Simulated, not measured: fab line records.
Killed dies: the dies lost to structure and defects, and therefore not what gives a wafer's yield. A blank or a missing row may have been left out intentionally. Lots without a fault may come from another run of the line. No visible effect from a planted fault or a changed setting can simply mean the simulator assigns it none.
Which tool is to blame? + flow gf180mcu + at 1 step of a route of 602, 24 lots with 72 wafers sampled

## WHAT THE GAUGES SHOWED, per wafer
GF_V4_OVL_MEAS_15.
| lot  | measured     | on         | V4_OVL (nm) |
|------|--------------|------------|-------------|
| L074 | day 24 13:23 | overlay-02 | -5 -1 -5    |
| L075 | day 24 15:53 | overlay-02 | -4 0 -3     |
| L076 | day 24 23:41 | overlay-02 | -7 -10 -9   |
| L077 | day 25 08:18 | overlay-02 | -4 7 4      |
| L078 | day 25 17:32 | overlay-01 | -3 -1 -3    |
| L079 | day 25 23:16 | overlay-01 | 2 -6 -4     |
| L080 | day 26 12:29 | overlay-01 | -1 -3 -8    |
| L081 | day 26 19:42 | overlay-02 | 0 7 2       |
| L082 | day 27 01:41 | overlay-02 | 1 5 0       |
| L083 | day 27 20:11 | overlay-02 | 3 -2 -7     |
| L084 | day 28 02:32 | overlay-01 | -8 -10 -6   |
| L085 | day 28 07:13 | overlay-02 | -4 -7 -18   |
| L086 | day 28 16:11 | overlay-02 | -2 -3 -5    |
| L087 | day 28 20:38 | overlay-01 | -12 -11 -1  |
| L088 | day 28 21:17 | overlay-01 | 5 -6 -7     |
| L089 | day 29 09:46 | overlay-01 | -6 9 3      |
| L090 | day 29 19:50 | overlay-01 | -11 -8 -10  |
| L091 | day 29 20:12 | overlay-01 | -6 1 -8     |
| L092 | day 30 01:23 | overlay-02 | -5 -10 -9   |
| L093 | day 30 07:05 | overlay-01 | -6 -3 -5    |
| L094 | day 30 12:26 | overlay-01 | -3 -5 -14   |
| L095 | day 30 19:11 | overlay-02 | -8 -9 -10   |
| L096 | day 31 00:14 | overlay-01 | 2 0 -2      |
| L097 | day 31 10:05 | overlay-02 | 2 -1 -9     |

## EACH LOT AND THE TOOL THAT RAN IT (in order: tool; ch and the chambers of the sampled wafers; start)
There is no process step in the record ahead of these readings.

## WHAT THE TOOLS THEMSELVES READ (means of the sampled wafers that have a number; where no wafer has one, the mark that the record gives instead)
The record holds no such reading with a usual standard deviation.

## THE ANSWER, worked out from the rows above alone
Rule: the lots themselves supply what counts as usual. Put in order of their means at a reading, lots are off if they are a third of the lots or fewer, leave a main group of 4 or more, and stand apart from it by a gap of 3 or more times the standard deviation of the main group's means; of several such gaps the widest counts. The tables above print the reading to a certain number of digits; a main group whose means all agree to those digits is not used. Also off: a lot with no number at a reading for which 4 or more lots have one. Any other lot the step has rows for is counted as sound. Order of review: gauges by route order, followed by the tools' own readings, for which a lot's mean as printed above is used. The first step at which some lot is off is used, and at that step the reading that is off furthest; a lot without a number counts as furthest.
No lot is off at any reading shown: from this, nothing can be told.

## WHAT WAS PUT IN BY THE SIMULATOR
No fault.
